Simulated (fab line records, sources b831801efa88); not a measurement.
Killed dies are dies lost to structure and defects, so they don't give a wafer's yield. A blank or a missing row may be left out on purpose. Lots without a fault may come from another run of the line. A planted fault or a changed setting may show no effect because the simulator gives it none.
A struck lot beside a sound one | flow sky130 | 15 steps out of a route of 708
Sound: wafers L657.2, L657.3, L657.5. Struck: wafers L671.4, L671.5. (L671.1 of the same lot was not struck and is left out.) The cause comes at the end.
At each step with rows: each side's tool, then ch and its chambers, then its first start. Under that, the readings that differ: sound wafers | struck wafers | difference of the means | sigmas: that difference in standard deviations of wafers without a fault.
alike: readings whose means differ by less than 2 such deviations, and words and numbers that are the same on both sides. not compared: withheld readings, readings that some wafer has no value for, bounds like >300 that may hide the same value, and numbers for which the record gives no deviation and whose values overlap.
The two part at a step that has a row with sigmas, a row that says differs or no value, or rows on one side only. Numbers that don't overlap but have no deviation are shown without sigmas and don't part them. A reading that every wafer of one side lacks parts them only if that side has two wafers or more.

SKY_SPACER_ETCHBACK_02: etches Si3N4 in CH3F/O2, stops on SiO2, time 46.7 s, target depth 45 nm.
  sound on rie_diel-03 ch 0,1, day 24 11:59; struck on rie_diel-02 ch 0,3, day 28 05:37
  reading                     | sound       | struck  | difference | sigmas
  drypump_motor_current_A (A) | 6.3 6.4 6.5 | 5.3 5.5 | -1.0       | -3
  alike: oes_product_au, throttle_valve_pct
  not compared: rf_hours_counter_h
then, 8 steps without rows for these wafers: SKY_POLY_CUT_DEHYDRATE_00 (time 60 s); SKY_POLY_CUT_HMDS_01 (prime time 60 s); SKY_POLY_CUT_COAT_02 (resist thk 60 nm); SKY_POLY_CUT_COAT_03 (resist thk 450 nm); SKY_POLY_CUT_SOFTBAKE_04 (time 90 s); SKY_POLY_CUT_EXPOSE_05 (exposes mask NPCM, target cd 270 nm); SKY_POLY_CUT_PEB_06; SKY_POLY_CUT_DEVELOP_07 (develop time 60 s).
SKY_POLY_CUT_CD_MEAS_08: target cd 270 nm.
  sound on cd_sem-02, day 25 17:10; struck on cd_sem-02, day 29 10:23
  alike: cd_nm
SKY_POLY_CUT_OVL_MEAS_09:
  sound on overlay-02, day 25 17:16; struck on overlay-01, day 29 10:31
  alike: POLY_CUT_OVL
SKY_POLY_CUT_ETCH_10: etches BARC in N2/H2, stops on SiO2, time 45.9 s, target depth 60 nm.
  sound on rie_diel-03 ch 0,1,2, day 25 17:18; struck on rie_diel-03 ch 2, day 29 10:33
  reading               | sound             | struck      | difference | sigmas
  oes_product_au (a.u.) | 0.861 0.854 0.854 | 0.847 0.848 | -0.009     | -2
  alike: drypump_motor_current_A, n2_flow_sccm, throttle_valve_pct
  not compared: rf_hours_counter_h
SKY_POLY_CUT_ETCH_11: etches Si3N4 in CF4/CH2F2/Ar, stops on poly-Si, time 42.5 s, target depth 60 nm.
  sound on rie_diel-03 ch 0,1,2, day 25 17:21; struck on rie_diel-03 ch 2, day 29 10:35
  reading                                       | sound             | struck      | difference | sigmas
  model.poly-Si_of_POLY_GATE_CVD_00.thk_nm (nm) | 180.8 179.5 181.6 | 176.4 173.8 | -5.5       |
  model.POLY_CUT.feature_depth_nm (nm)          | 61.9 61.68 61.5   | 66.93 66.65 | +5.10      |
  alike: ch2f2_flow_sccm, drypump_motor_current_A, mfc_ar_sccm, oes_product_au, throttle_valve_pct
  not compared: rf_hours_counter_h
SKY_POLY_CUT_STRIP_12: strips in O2/N2.
  sound on plasma_asher-03 ch 0,1, day 25 17:23; struck on plasma_asher-01 ch 0,1, day 29 10:38
  alike: drypump_motor_current_A, n2_flow_sccm, oes_product_au, strip_time_to_endpoint_s
  not compared: rf_hours_counter_h
then, 1 step without rows for these wafers: SKY_PAD_OPEN_PROBE_99.

WHERE THEY PART
First at SKY_SPACER_ETCHBACK_02; last, within this record, at SKY_POLY_CUT_ETCH_10. Later steps at which nothing parts them and some readings are alike: SKY_POLY_CUT_ETCH_11, SKY_POLY_CUT_STRIP_12.

WHY: what the simulator had put in
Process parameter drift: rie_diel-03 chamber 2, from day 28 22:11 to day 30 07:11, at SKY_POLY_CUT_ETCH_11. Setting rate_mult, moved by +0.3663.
